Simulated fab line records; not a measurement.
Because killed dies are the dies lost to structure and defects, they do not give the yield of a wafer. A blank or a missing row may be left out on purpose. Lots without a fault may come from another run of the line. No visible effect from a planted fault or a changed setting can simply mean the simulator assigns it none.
A struck lot beside a sound one / flow sky130 / 31 steps out of a route of 708
Sound: the wafers L347.3, L347.4, L347.5. The struck wafers were L353.1, L353.4, L353.5. The cause comes at the end.
At each step with rows: each side's tool, then ch and its chambers, then its first start. Under that, the readings that differ: sound wafers / struck wafers / difference of the means / sigmas: that difference in standard deviations of wafers without a fault.
alike: readings whose means differ by less than 2 such deviations, and words and numbers that are the same on both sides. not compared: withheld readings, readings that some wafer has no value for, bounds like >300 that may hide the same value, and numbers for which the record gives no deviation and whose values overlap.
A row with sigmas, a row that says differs or no value, or rows on one side alone: a step with any of these is where the two part. Non-overlapping numbers with no deviation appear without sigmas and do not part them. A reading that every wafer of one side lacks parts them only if that side has two wafers or more.

SKY_LI_CONTACT_OVL_MEAS_13:
  sound on overlay-01, day 33 21:11; struck on overlay-01, day 35 05:55
  alike: LI_CONTACT_OVL
SKY_LI_CONTACT_ETCH_14: etches BARC in N2/H2, stops on SiO2, time 45.9 s, target depth 60 nm.
  sound on rie diel-02 ch 0,1, day 33 21:13; struck on rie diel-04 ch 0,1, day 35 05:56
  alike: drypump motor current A, oes product au, throttle valve pct
  not compared: rf hours counter h
SKY_LI_CONTACT_ETCH_15: etches PSG in C4F8/O2/Ar, stops on Si, target depth 600 nm.
  sound on rie diel-02 ch 0,1, day 33 21:15; struck on rie diel-04 ch 0,1, day 35 05:59
  alike: oes product au
then, 3 steps without rows for these wafers: SKY_LI_CONTACT_STRIP_16 (strips in O2/N2); SKY_LI_CONTACT_CLEAN_17 (cleans in NMP, time 600 s); SKY_LI_CONTACT_PRE_CLEAN_18 (time 5.6 s).
SKY_LI_CONTACT_SPUTTER_19: material Ti, target thk 20 nm, time 106.37 s.
  sound on pvd sputter-01, day 33 21:39; struck on pvd sputter-03, day 35 06:23
  alike: cathode dc power W, throttle valve pct
SKY_LI_CONTACT_SPUTTER_20: material TiN, target thk 20 nm, time 80 s.
  sound on pvd sputter-01, day 33 21:43; struck on pvd sputter-03, day 35 06:28
  alike: cathode dc power W, throttle valve pct
SKY_LI_CONTACT_CVD_21: deposits W, target thk 400 nm, time 120.56 s.
  sound on cvd w-02 ch 0,1, day 33 21:49; struck on cvd w-02 ch 0,1, day 35 06:31
  alike: heater power w
SKY_LI_CONTACT_RS_MEAS_22: measures by four-point-probe.
  sound on film metro-01, day 33 21:57; struck on film metro-01, day 35 06:38
  alike: LI_CONTACT_W_RS
SKY_LI_CONTACT_THK_MEAS_23: measures by xrf.
  sound on film metro-01, day 33 22:03; struck on film metro-01, day 35 06:46
  alike: LI_CONTACT_W_THK
then, 1 step without rows for these wafers: SKY_LI_CONTACT_CMP_24 (polishes, stops on PSG, t overpolish 20 s, target thk 0 nm).
SKY_LOCAL_INTERCONNECT_SPUTTER_00: material TiN, target thk 100 nm, time 83.3 s.
  sound on pvd sputter-02, day 33 22:23; struck on pvd sputter-02, day 35 07:07
reading=cathode dc power W (W); sound=6500.4 6499.4 6501.5; struck=7458.4 7457.6 7458.4; difference=+957.7; sigmas=+99 or more
reading=model.TiN_of_LOCAL_INTERCONNECT_SPUTTER_00.thk nm (nm); sound=100.8 101.1 100.5; struck=115.3 114.8 115.7; difference=+14.5; sigmas=
  alike: throttle valve pct
SKY_LOCAL_INTERCONNECT_RS_MEAS_01: measures by four-point-probe.
  sound on film metro-02, day 33 22:29; struck on film metro-01, day 35 07:11
reading=LOCAL_INTERCONNECT_TIN_RS (ohm/sq); sound=14.02 13.96 14.05; struck=12.17 12.23 12.14; difference=-1.83; sigmas=-14
SKY_LOCAL_INTERCONNECT_THK_MEAS_02: measures by xrf.
  sound on film metro-02, day 33 22:35; struck on film metro-01, day 35 07:18
reading=LOCAL_INTERCONNECT_TIN_THK (nm); sound=98.6 98.8 98.9; struck=112.9 112.3 113.5; difference=+14.1; sigmas=+16
then, 8 steps without rows for these wafers: SKY_LOCAL_INTERCONNECT_DEHYDRATE_03 (time 60 s); SKY_LOCAL_INTERCONNECT_HMDS_04 (prime time 60 s); SKY_LOCAL_INTERCONNECT_COAT_05 (resist thk 60 nm); SKY_LOCAL_INTERCONNECT_COAT_06 (resist thk 450 nm); SKY_LOCAL_INTERCONNECT_SOFTBAKE_07 (time 90 s); SKY_LOCAL_INTERCONNECT_EXPOSE_08 (exposes mask LI1M, target cd 170 nm); SKY_LOCAL_INTERCONNECT_PEB_09; SKY_LOCAL_INTERCONNECT_DEVELOP_10 (develop time 60 s).
SKY_LOCAL_INTERCONNECT_CD_MEAS_11: the cd target is 170 nm.
  sound on cd sem-02, day 34 23:29; struck on cd sem-02, day 36 10:20
  alike: cd nm
SKY_LOCAL_INTERCONNECT_OVL_MEAS_12:
  sound on overlay-02, day 34 23:34; struck on overlay-01, day 36 10:28
  alike: LOCAL_INTERCONNECT_OVL
then, 1 step without rows for these wafers: SKY_LOCAL_INTERCONNECT_ETCH_13 (etches BARC in N2/H2, stops on SiO2, time 45.9 s, target depth 60 nm).
SKY_LOCAL_INTERCONNECT_METAL_ETCH_14: etches TiN in Cl2/BCl3, stops on PSG, target depth 110 nm, time 31.4 s.
  sound on rie metal-03 ch 0,1, day 34 23:40; struck on rie metal-04 ch 0,1, day 36 10:33
reading=oes product au (a.u.); sound=0.949 0.947 0.941; struck=0.990 1.007 0.992; difference=+0.051; sigmas=+8
reading=throttle valve pct (%); sound=21.898 21.914 21.895; struck=21.872 21.864 21.859; difference=-0.037; sigmas=-4
  alike: drypump motor current A, mfc cl2 sccm
  not compared: rf hours counter h
then, 1 step without rows for these wafers: SKY_LOCAL_INTERCONNECT_STRIP_15 (strips in O2/N2).
SKY_LOCAL_INTERCONNECT_STRIP_16: strips in post etch residue remover, time 1200 s.
  sound on wet bench-01 ch 1, day 34 23:49; struck on wet bench-03 ch 2, day 36 10:43
reading=model.TiN_of_LOCAL_INTERCONNECT_SPUTTER_00.thk nm (nm); sound=100.3 100.6 100.1; struck=114.8 114.4 115.3; difference=+14.5; sigmas=
then, 1 step without rows for these wafers: SKY_LOCAL_INTERCONNECT_CLEAN_17 (cleans in IPA, time 180 s).
-- the record jumps here: 14 days lie between the struck wafers' starts before and after (it left off in module LOCAL_INTERCONNECT and takes up again in module PAD_OPEN, whose first step shown is number 708 of the route) --
SKY_PAD_OPEN_PROBE_99:
  only the struck wafers here have rows in the record (prober-02, day 50 02:14); the sound ones have none

WHERE THEY PART
At SKY_LOCAL_INTERCONNECT_SPUTTER_00 first; at SKY_PAD_OPEN_PROBE_99 last (within this record only).

WHY: whatever the simulator had introduced
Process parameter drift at SKY_LOCAL_INTERCONNECT_SPUTTER_00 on pvd sputter-02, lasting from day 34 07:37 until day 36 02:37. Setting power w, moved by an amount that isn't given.
